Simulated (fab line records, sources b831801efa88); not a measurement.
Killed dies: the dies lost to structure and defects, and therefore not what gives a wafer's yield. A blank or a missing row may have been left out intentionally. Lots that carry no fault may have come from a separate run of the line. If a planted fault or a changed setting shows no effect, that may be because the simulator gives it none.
Matching of chambers -- flow sky130 -- rie-diel-01 running SKY_VIA2_ETCH_14: 4 sister chambers
The step etches BARC in N2/H2, stops on SiO2, time 45.9 s, target depth 60 nm. 8 wafers are shown with their chamber, then 7 later ones without.

## EACH WAFER AND ITS CHAMBER
wafer,chamber,drypump-motor-current-A (A),throttle-valve-pct (%)
L713.6,1,6.37,13.226
L715.5,2,5.65,13.208
L717.2,2,5.67,13.217
L719.3,1,6.38,13.237
L719.4,0,6.13,13.244
L719.6,3,5.90,13.225
L721.1,0,6.11,13.230
L721.3,3,5.93,13.232

## WAFERS WITHOUT THEIR CHAMBER
wafer,drypump-motor-current-A (A),throttle-valve-pct (%)
L721.6,6.40,13.234
L723.1,6.12,13.215
L723.5,6.43,13.216
L723.6,6.14,13.211
L724.2,5.93,13.233
L724.4,6.13,13.241
L724.5,6.37,13.226

## THE CHAMBER EACH PASSED THROUGH
wafer,from the rows above,in truth
L721.6,1,1
L723.1,0,0
L723.5,1,1
L723.6,0,0
L724.2,3,3
L724.4,0,0
L724.5,1,1
Correctly placed: 7 of 7. Number that these rows cannot place: 0. Number placed wrongly: 0.
How it was worked out, from the rows above alone: a wafer's distance from a chamber is the root of the sum, over the readings, of the square of ((its reading less the chamber's mean) divided by the reading's scatter). The wafer belongs to the nearest chamber; if the next one is less than 2 further off, it can't be placed. For every chamber, the mean is computed from those of its wafers that are shown. The scatter: take each reading less its chamber's mean, square it, sum over the shown wafers, divide by the number of wafers less the number of chambers, and take the root.
